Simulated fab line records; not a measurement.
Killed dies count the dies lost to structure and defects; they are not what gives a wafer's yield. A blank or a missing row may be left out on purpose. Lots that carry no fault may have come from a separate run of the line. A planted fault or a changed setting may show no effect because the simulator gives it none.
Chamber matching ; flow gf180mcu ; GF_CONTACT_ETCH_17 on rie_diel-02 has 4 sister chambers
The step etches SiO2 in C4F8/O2/Ar, stops on CoSi2, target depth 860 nm. 4 wafers are shown with their chamber, then 9 later ones without.

== WAFERS, EACH WITH ITS CHAMBER ==
wafer;chamber;oes_product_au (a.u.)
L243.4;1;0.822
L256.1;3;0.809
L256.4;0;0.817
L256.6;2;0.815

== WAFERS WITH NO CHAMBER GIVEN ==
wafer;oes_product_au (a.u.)
L257.1;0.815
L257.2;0.815
L257.6;0.821
L261.4;0.813
L261.5;0.814
L261.6;0.820
L262.1;0.818
L262.4;0.802
L262.5;0.803

== CHAMBER TAKEN BY EACH ==
wafer;from the rows above;in truth
L257.1;can't be placed: 2 or 0 or 3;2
L257.2;can't be placed: 2 or 0 or 3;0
L257.6;can't be placed: 1 or 0 or 2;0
L261.4;can't be placed: 2 or 3 or 0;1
L261.5;can't be placed: 2 or 0 or 3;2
L261.6;can't be placed: 1 or 0 or 2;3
L262.1;can't be placed: 0 or 2 or 1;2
L262.4;can't be placed: 3 or 2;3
L262.5;can't be placed: 3 or 2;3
Correct placement for 0 of the 9. Can't be placed from these rows: 9 (the true chamber is among the candidates in 7). 0 placed wrongly.
How it was worked out, from the rows above alone: a wafer's distance from a chamber is the root of the sum, over the readings, of the square of ((its reading less the chamber's mean) divided by the reading's scatter). The wafer belongs to the nearest chamber; if the next one is less than 2 further off, it can't be placed. A chamber's mean is the mean of its shown wafers. The scatter: root of mean squared gap, hidden wafer to nearest shown wafer, with one shown wafer a chamber.
